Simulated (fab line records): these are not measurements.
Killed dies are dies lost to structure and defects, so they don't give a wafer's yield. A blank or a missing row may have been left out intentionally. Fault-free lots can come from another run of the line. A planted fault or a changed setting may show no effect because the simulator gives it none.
fab line records	flow gf180mcu
[record] lots = 12	wafers = 36	last-day = 35
route steps=602 shown HV_LDD@232 V1@338 M2@362
lots that met no fault: from a run of the same line without faults
start-h: hours from the record's first day to the start of the lot's first wafer shown	wait-h: time in hours since the lot's previous step	" repeats the value in the row above	L1.1+2: a single row standing in for several wafers	- no value, or no start was given	* or withheld: withheld	< > ~ a bound
route shown NAME@n: NAME is a module with steps in the file, n the number in the route of the first one	usual: mean/standard deviation taken from wafers without a fault	same: alike in all rows	chamber/n: place in a boat	sites: the reading at each site	_std_site: how widely they spread, as a standard deviation	_edge_site: the outer-site mean with the inner-site mean subtracted	radius-mm: for every site, how far away it sits from the centre of the wafer	mask NAME#n: copy n	behind: the tool/chamber that last shaped the wafer	hold: why the lot went on hold/how many hours it stayed there/how the hold came to an end	device: names the non-switching transistor (n, p or np)	end of line: the same wafers' tests at the end of the route	a step given without rows: its recipe and nothing more	killed: dies that structure and defects cost at the first sort, which is not the same as the wafer's yield	map: per-die view of a wafer (x killed, . not killed, _ where there is no die)
set.NAME: the run value of the setting; set.NAME@STEP: its run value at that earlier step	model.NAME: the simulator's own value behind a step, which no gauge read
one table for each step of the route and one row for each wafer, over a sample of lots
services: a tool's chamber out of use, with start hour (start-h, from the record's first day; less than 0 if before it), hours out, and reason
[[steps]]
[step GF_HV_LDD_CVD_56]
[recipe] material = Si3N4	precursor = DCS/NH3	target-thk-nm = 90	temp-c = 770	time-s = 1543	pressure-mtorr = 250
lot.wafer	tool	chamber	start-h	wait-h
L885.1+3+4	lpcvd-02	0	273.83	0.1
L887.2+4+6	lpcvd-01	1	297.79	1.3
L888.2+3+6	lpcvd-01	0	305.60	0.0
L889.1+2+4	lpcvd-01	1	314.42	2.0
L892.1+2+3	lpcvd-02	0	344.47	2.0
L893.3+4+5	lpcvd-02	0	348.93	1.3
L894.3+4+6	lpcvd-02	0	355.35	2.0
L895.1+3+4	lpcvd-02	0	363.56	0.6
L896.3+5+6	lpcvd-02	0	369.60	0.0
L897.1+3+5	lpcvd-02	0	376.99	0.1
L901.1+2+6	lpcvd-02	0	413.34	0.1
L908.3+5+6	lpcvd-02	1	470.22	0.0
[step GF_HV_LDD_THK_MEAS_57]
[recipe] reads = Si3N4_of_HV_LDD_CVD_56
[usual] HV_LDD_CVD_56_THK = 89.8/0.75
lot.wafer	tool	chamber	start-h	wait-h	HV_LDD_CVD_56_THK[nm]
L885.1	film-metro-02	-	275.26	0.0	88.8
L885.3	"	-	"	"	88.9
L885.4	"	-	"	"	88.5
L887.2	film-metro-02	-	299.23	0.0	90.4
L887.4	"	-	"	"	90.9
L887.6	"	-	"	"	90.1
L888.2	film-metro-04	-	307.04	0.0	90.8
L888.3	"	-	"	"	90.8
L888.6	"	-	"	"	91.2
L889.1	film-metro-01	-	315.85	0.0	88.9
L889.2	"	-	"	"	89.0
L889.4	"	-	"	"	88.7
L892.1	film-metro-01	-	345.90	0.0	89.5
L892.2	"	-	"	"	89.8
L892.3	"	-	"	"	89.4
L893.3	film-metro-04	-	350.38	0.0	89.3
L893.4	"	-	"	"	90.1
L893.5	"	-	"	"	89.6
L894.3	film-metro-01	-	356.80	0.0	90.0
L894.4	"	-	"	"	89.4
L894.6	"	-	"	"	90.7
L895.1	film-metro-01	-	364.99	0.0	90.9
L895.3	"	-	"	"	90.8
L895.4	"	-	"	"	90.5
L896.3	film-metro-04	-	371.05	0.0	89.2
L896.5	"	-	"	"	88.9
L896.6	"	-	"	"	89.4
L897.1	film-metro-02	-	378.42	0.0	90.6
L897.3	"	-	"	"	90.3
L897.5	"	-	"	"	89.5
L901.1	film-metro-04	-	414.77	0.0	97.9
L901.2	"	-	"	"	97.2
L901.6	"	-	"	"	96.7
L908.3	film-metro-04	-	471.67	0.0	89.5
L908.5	"	-	"	"	90.2
L908.6	"	-	"	"	90.2
[step GF_HV_LDD_ETCHBACK_58]
[recipe] chemistry = CH3F/O2	target = Si3N4	stop-on = SiO2	source-w = 400	bias-w = 80	pressure-mtorr = 25	ch3f-flow-sccm = 40	O2_flow_sccm = 30	time-s = 100	target-depth-a = 900
[usual] O2_flow_sccm = 30.01/0.097	drypump-motor-current-A = 5.8/0.5	oes-product-au = 0.842/0.0059	rf-fwd-power-W = 398.2/1.2	throttle-valve-pct = 10.561/0.0092
lot.wafer	tool	chamber	start-h	wait-h	O2_flow_sccm	drypump-motor-current-A	oes-product-au	rf-fwd-power-W	rf-hours-counter-h	throttle-valve-pct
L885.1	rie-diel-01	2	275.32	0.1	29.91	5.2	0.837	400.8	23	10.565
L885.3	"	1	"	"	30.02	6.6	0.840	397.5	23	10.555
L885.4	"	3	"	"	30.00	5.8	0.836	399.2	0	10.563
L887.2	rie-diel-03	2	299.28	0.0	30.00	6.7	0.841	395.5	7	10.566
L887.4	"	0	"	"	30.00	5.1	0.842	398.4	6	10.558
L887.6	"	2	"	"	29.88	6.6	0.844	397.5	-	10.569
L888.2	rie-diel-01	3	307.09	0.0	29.94	5.8	0.850	396.8	1	10.578
L888.3	"	0	"	"	30.14	5.0	0.846	398.2	18	10.557
L888.6	"	1	"	"	30.05	6.6	0.846	400.3	-	10.576
L889.1	rie-diel-01	0	315.91	0.1	30.13	5.0	0.834	398.4	18	10.567
L889.2	"	1	"	"	30.21	6.6	0.838	401.2	24	10.548
L889.4	"	2	"	"	29.96	5.2	0.837	397.9	23	10.556
L892.1	rie-diel-03	0	345.96	0.1	30.06	5.1	0.846	395.5	8	10.561
L892.2	"	1	"	"	29.91	6.2	0.850	398.9	2	10.561
L892.3	"	2	"	"	30.13	6.6	0.837	398.4	8	10.572
L893.3	rie-diel-03	1	350.42	0.0	30.08	6.1	0.839	399.3	2	10.545
L893.4	"	0	"	"	29.95	5.1	0.844	398.0	-	10.553
L893.5	"	1	"	"	29.95	6.1	0.838	398.4	-	10.560
L894.3	rie-diel-02	1	356.84	0.0	29.95	5.8	0.847	397.8	6	10.576
L894.4	"	3	"	"	29.76	6.0	0.838	397.9	-	10.571
L894.6	"	1	"	"	30.05	5.8	0.844	400.1	-	10.564
L895.1	rie-diel-02	2	365.05	0.1	30.04	5.9	0.839	397.8	84	10.558
L895.3	"	0	"	"	30.02	5.5	0.844	396.8	4	10.554
L895.4	"	3	"	"	29.98	6.0	0.839	397.3	7	10.579
L896.3	rie-diel-02	1	371.09	0.0	30.09	5.7	0.837	397.4	6	10.569
L896.5	"	1	"	"	30.07	5.7	0.835	397.3	-	10.569
L896.6	"	0	"	"	29.94	5.5	0.842	400.2	-	10.554
L897.1	rie-diel-01	2	378.48	0.1	29.92	5.1	0.849	401.4	25	10.557
L897.3	"	3	"	"	30.09	5.8	0.844	398.6	3	10.564
L897.5	"	3	"	"	30.02	5.8	0.847	397.8	-	10.569
L901.1	rie-diel-01	3	414.83	0.1	30.07	5.8	0.877	398.2	5	10.566
L901.2	"	2	"	"	29.97	5.2	0.875	397.2	27	10.575
L901.6	"	0	"	"	30.07	5.0	0.879	397.7	-	10.578
L908.3	rie-diel-03	3	471.71	0.0	30.04	5.7	0.841	399.0	27	10.560
L908.5	"	1	"	"	30.21	6.1	0.848	396.8	-	10.543
L908.6	"	2	"	"	30.10	6.6	0.846	397.1	-	10.550
[step GF_V1_THK_MEAS_03]
[recipe] reads = SiO2_of_V1_CVD_02
[usual] V1_CVD_02_THK = 854/12
lot.wafer	tool	chamber	start-h	wait-h	V1_CVD_02_THK[nm]
L885.1	film-metro-01	-	387.52	0.0	865
L885.3	"	-	"	"	851
L885.4	"	-	"	"	876
L887.2	film-metro-04	-	414.10	0.0	865
L887.4	"	-	"	"	874
L887.6	"	-	"	"	871
L888.2	film-metro-04	-	424.98	0.0	833
L888.3	"	-	"	"	848
L888.6	"	-	"	"	851
L889.1	film-metro-01	-	433.66	0.0	852
L889.2	"	-	"	"	857
L889.4	"	-	"	"	866
L892.1	film-metro-03	-	468.34	0.0	855
L892.2	"	-	"	"	857
L892.3	"	-	"	"	862
L893.3	film-metro-04	-	471.88	0.1	854
L893.4	"	-	"	"	864
L893.5	"	-	"	"	850
L894.3	film-metro-03	-	478.41	0.1	857
L894.4	"	-	"	"	871
L894.6	"	-	"	"	858
L895.1	film-metro-03	-	486.64	0.0	833
L895.3	"	-	"	"	844
L895.4	"	-	"	"	858
L896.3	film-metro-03	-	494.30	0.1	861
L896.5	"	-	"	"	863
L896.6	"	-	"	"	876
L897.1	film-metro-04	-	501.92	0.1	859
L897.3	"	-	"	"	863
L897.5	"	-	"	"	863
L901.1	film-metro-03	-	539.87	0.0	830
L901.2	"	-	"	"	840
L901.6	"	-	"	"	848
L908.3	film-metro-04	-	597.26	0.1	835
L908.5	"	-	"	"	858
L908.6	"	-	"	"	855
[step GF_V1_CMP_26]
[recipe] stop-on = SiO2	down-force-psi = 3.5	platen-rpm = 60	t-overpolish-s = 15	target-thk-nm = 0	pad-velocity-m-s = 0.94248
[usual] head-pressure-psi = 3.500/0.0081	motor-current-A = 11.0/1.3	overpolish-run-s = 15.000/0.0086	retaining-ring-pressure-frac = 1.000/0.005	time-to-endpoint-s = 86/3.6
[same] t-overpolish-s = 15
lot.wafer	tool	chamber	start-h	wait-h	head-pressure-psi	motor-current-A	overpolish-run-s	retaining-ring-pressure-frac	time-to-endpoint-s
L885.4	cmp-02	2	412.12	0.0	3.492	11.8	15.008	1.004	90
L885.3	"	3	"	"	3.495	10.2	15.003	1.002	91
L885.1	"	1	"	"	3.505	11.5	15.011	1.002	85
L887.4	cmp-01	2	439.65	0.1	3.497	11.1	14.992	0.996	85
L887.2	"	3	"	"	3.513	12.3	14.994	0.998	88
L887.6	"	2	"	"	3.498	10.4	15.015	1.004	80
L888.2	cmp-02	2	450.62	0.1	3.499	11.9	15.015	1.004	86
L888.3	"	0	"	"	3.494	7.5	15.006	0.992	87
L888.6	"	2	"	"	3.489	11.2	14.996	0.999	83
L889.2	cmp-02	0	459.31	0.0	3.488	7.7	14.998	1.005	93
L889.4	"	1	"	"	3.497	12.0	14.995	0.994	84
L889.1	"	2	"	"	3.499	11.3	15.008	1.002	86
L892.3	cmp-01	1	493.74	0.0	3.508	11.8	14.991	1.009	82
L892.1	"	2	"	"	3.505	10.8	15.010	1.002	82
L892.2	"	0	"	"	3.494	11.0	14.991	1.001	86
L893.3	cmp-02	0	498.07	0.1	3.495	7.6	15.016	0.999	91
L893.4	"	1	"	"	3.490	11.4	14.996	1.008	84
L893.5	"	3	"	"	3.511	10.1	14.996	1.001	86
L894.4	cmp-01	3	504.33	0.1	3.505	12.4	15.001	1.005	84
L894.3	"	0	"	"	3.496	10.4	14.997	0.999	87
L894.6	"	1	"	"	3.499	11.8	15.003	0.992	82
L895.1	cmp-02	2	512.12	0.1	3.494	11.8	15.012	1.003	89
L895.4	"	3	"	"	3.511	9.5	14.998	0.996	85
L895.3	"	1	"	"	3.505	12.2	14.992	0.999	81
L896.3	cmp-01	1	519.72	0.4	3.503	12.1	15.001	1.010	84
L896.5	"	0	"	"	3.493	11.0	14.995	0.993	86
L896.6	"	1	"	"	3.496	11.3	15.009	1.008	81
L897.1	cmp-01	2	525.95	0.1	3.501	11.2	14.999	1.007	81
L897.3	"	1	"	"	3.504	11.1	14.999	0.999	81
L897.5	"	3	"	"	3.497	11.8	15.000	1.000	84
L901.2	cmp-01	2	571.35	0.1	3.507	10.7	15.023	0.998	84
L901.1	"	3	"	"	3.498	11.6	15.005	0.993	86
L901.6	"	2	"	"	3.502	10.4	14.977	0.996	85
L908.3	cmp-02	0	619.72	0.2	3.508	7.5	14.997	0.993	92
L908.5	"	1	"	"	3.510	11.1	14.982	0.993	87
L908.6	"	2	"	"	3.510	12.0	15.006	0.994	88
[step GF_M2_SPUTTER_00]
[recipe] material = Ti	target-thk-nm = 37.5	arriving-ion-energy-ev = 80	substrate-temp-c = 200	chamber-pressure-pa = 2	power-w = 4000	time-s = 150
[usual] throttle-valve-pct = 29.7/0.82
lot.wafer	tool	chamber	start-h	wait-h	throttle-valve-pct
L885.1	pvd-sputter-02	-	412.42	0.1	29.7
L885.3	"	-	"	"	28.8
L885.4	"	-	"	"	30.6
L887.2	pvd-sputter-01	-	439.90	0.1	30.8
L887.4	"	-	"	"	29.3
L887.6	"	-	"	"	29.5
L888.2	pvd-sputter-04	-	450.87	0.2	31.4
L888.3	"	-	"	"	29.0
L888.6	"	-	"	"	28.5
L889.1	pvd-sputter-01	-	459.61	0.1	31.1
L889.2	"	-	"	"	29.4
L889.4	"	-	"	"	29.0
L892.1	pvd-sputter-04	-	494.04	0.2	29.1
L892.2	"	-	"	"	31.2
L892.3	"	-	"	"	29.0
L893.3	pvd-sputter-01	-	498.32	0.2	29.1
L893.4	"	-	"	"	30.9
L893.5	"	-	"	"	29.3
L894.3	pvd-sputter-04	-	504.53	0.1	29.2
L894.4	"	-	"	"	29.0
L894.6	"	-	"	"	28.9
L895.1	pvd-sputter-04	-	512.42	0.2	28.8
L895.3	"	-	"	"	30.9
L895.4	"	-	"	"	28.9
L896.3	pvd-sputter-01	-	519.97	0.2	29.5
L896.5	"	-	"	"	29.2
L896.6	"	-	"	"	29.4
L897.1	pvd-sputter-02	-	526.25	0.2	29.9
L897.3	"	-	"	"	30.3
L897.5	"	-	"	"	30.5
L901.1	pvd-sputter-04	-	571.60	0.1	29.1
L901.2	"	-	"	"	29.0
L901.6	"	-	"	"	31.2
L908.3	pvd-sputter-02	-	619.87	0.1	30.3
L908.5	"	-	"	"	30.4
L908.6	"	-	"	"	28.8
[[services]]
tool	chamber	start-h	hours	kind
cmp-02	-	250.90	0.4	repair
lpcvd-02	-	296.25	26.2	repair
lpcvd-02	-	306.71	2.2	repair
cmp-01	-	307.34	1.5	repair
lpcvd-02	-	329.63	1.3	repair
cmp-02	-	332.29	1.3	repair
cmp-01	-	338.38	4.9	repair
cmp-01	-	368.79	2.1	repair
cmp-01	-	372.12	0.7	repair
cmp-01	-	404.00	4.0	pm
cmp-01	-	425.49	0.6	repair
cmp-02	-	437.97	2.5	repair
cmp-01	-	463.14	0.3	repair
cmp-01	-	469.46	11.1	pm
cmp-02	-	487.67	3.4	pm
cmp-01	-	496.24	0.9	repair
cmp-02	-	513.54	16.3	pm
lpcvd-02	-	532.62	14.6	pm
lpcvd-02	-	547.22	6.0	pm
cmp-02	-	555.39	6.4	pm
cmp-01	-	557.42	1.5	repair
cmp-01	-	563.82	3.3	repair
cmp-02	-	572.24	4.0	pm
lpcvd-02	-	578.58	0.6	repair
[[key]]
[first-sign] step = GF_HV_LDD_THK_MEAS_57	reading = HV_LDD_CVD_56_THK	direction = up	sigmas = 9.9	usual = 89.8	struck = 97.3
[effect] step = GF_HV_LDD_ETCHBACK_58	reading = oes-product-au	direction = up	sigmas = 5.8	usual = 0.842	struck = 0.877
met-at GF_HV_LDD_CVD_56
struck-lots L901
struck-wafers L901.1,L901.2,L901.6
tester-left-out L901
not-acting-at GF_V1_THK_MEAS_03,GF_V1_CMP_26,GF_M2_SPUTTER_00
onset-between 376.99 413.34
[fault] kind = process-parameter-drift	tool = lpcvd-02	chamber = 0	onset-h = 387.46	steps = GF_HV_LDD_CVD_56	channel = target-thk-nm	offset = 7.4356	shape = step	end-h = 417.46	acts-in = these-recipes-only	stated = 90
// tester-left-out: of these lots the tester's yield and bins aren't shown, on N5 and GAA mostly nor the transistor test; their killed dies are dies lost to structure and defects alone, not to doping, threshold or leakage, so they don't give the yield
